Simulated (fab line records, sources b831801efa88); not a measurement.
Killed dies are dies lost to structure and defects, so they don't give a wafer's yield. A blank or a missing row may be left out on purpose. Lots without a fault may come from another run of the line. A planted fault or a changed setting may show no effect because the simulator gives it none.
Chamber matching | flow gf180mcu | GF_V4_CMP_26 on cmp-02: 4 sister chambers
The step polishes, stops on SiO2, t overpolish 15 s, target thk 0 nm. 14 wafers are shown with their chamber, then 7 later ones without.

WAFERS WITH THEIR CHAMBER
wafer  | chamber | motor_current_A (A) | overpolish_run_s (s) | edge_zone_pressure_frac
L222.2 | 1       | 9.8                 | 14.992               | 0.998
L222.3 | 2       | 11.2                | 15.003               | 1.008
L222.4 | 3       | 12.4                | 15.002               | 0.993
L224.2 | 2       | 11.0                | 14.996               | 1.000
L224.3 | 0       | 11.0                | 15.004               | 0.999
L224.4 | 1       | 9.6                 | 14.986               | 0.999
L229.1 | 3       | 12.6                | 15.005               | 1.001
L229.3 | 1       | 9.6                 | 14.998               | 0.999
L229.4 | 0       | 10.4                | 15.009               | 1.005
L232.2 | 3       | 12.6                | 15.009               | 1.001
L232.4 | 2       | 11.1                | 15.001               | 1.000
L232.5 | 0       | 11.0                | 14.998               | 0.999
L240.1 | 1       | 9.8                 | 14.993               | 1.000
L240.3 | 0       | 10.6                | 15.000               | 1.004

SIGNATURES (means of the wafers above)
reading                 | chamber 0 | chamber 1 | chamber 2 | chamber 3 | scatter within a chamber
motor_current_A         | 10.750    | 9.700     | 11.100    | 12.533    | 0.189
overpolish_run_s        | 15.00275  | 14.99225  | 15.00000  | 15.00533  | 0.00441
edge_zone_pressure_frac | 1.00175   | 0.99900   | 1.00267   | 0.99833   | 0.00344
Rule: a wafer's distance from a chamber is the root of the sum, over the readings, of the square of ((its reading less the chamber's mean) divided by the reading's scatter). The wafer belongs to the nearest chamber; if the next one is less than 2 further off, it can't be placed. The scatter: the root of (the sum of the squares of (reading less its chamber's mean) over the shown wafers, divided by (wafers less chambers)).

WAFERS WITHOUT THEIR CHAMBER
wafer  | motor_current_A (A) | overpolish_run_s (s) | edge_zone_pressure_frac
L240.4 | 12.7                | 15.002               | 0.994
L243.1 | 10.2                | 15.012               | 0.998
L243.2 | 10.9                | 14.988               | 0.998
L243.3 | 9.5                 | 14.996               | 1.000
L244.1 | 10.9                | 14.984               | 0.996
L244.2 | 12.5                | 15.001               | 0.998
L244.4 | 11.1                | 15.000               | 1.007

WHICH CHAMBER EACH WENT THROUGH
wafer  | from the rows above          | in truth
L240.4 | 3                            | 3
L243.1 | can't be placed: 0 or 1 or 2 | 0
L243.2 | can't be placed: 2 or 0      | 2
L243.3 | 1                            | 1
L244.1 | can't be placed: 2 or 0      | 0
L244.2 | 3                            | 3
L244.4 | can't be placed: 2 or 0      | 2
Placed correctly: 3 of 7. Can't be placed from these rows: 4 (the true chamber is among the candidates in 4). Placed wrongly: 0.
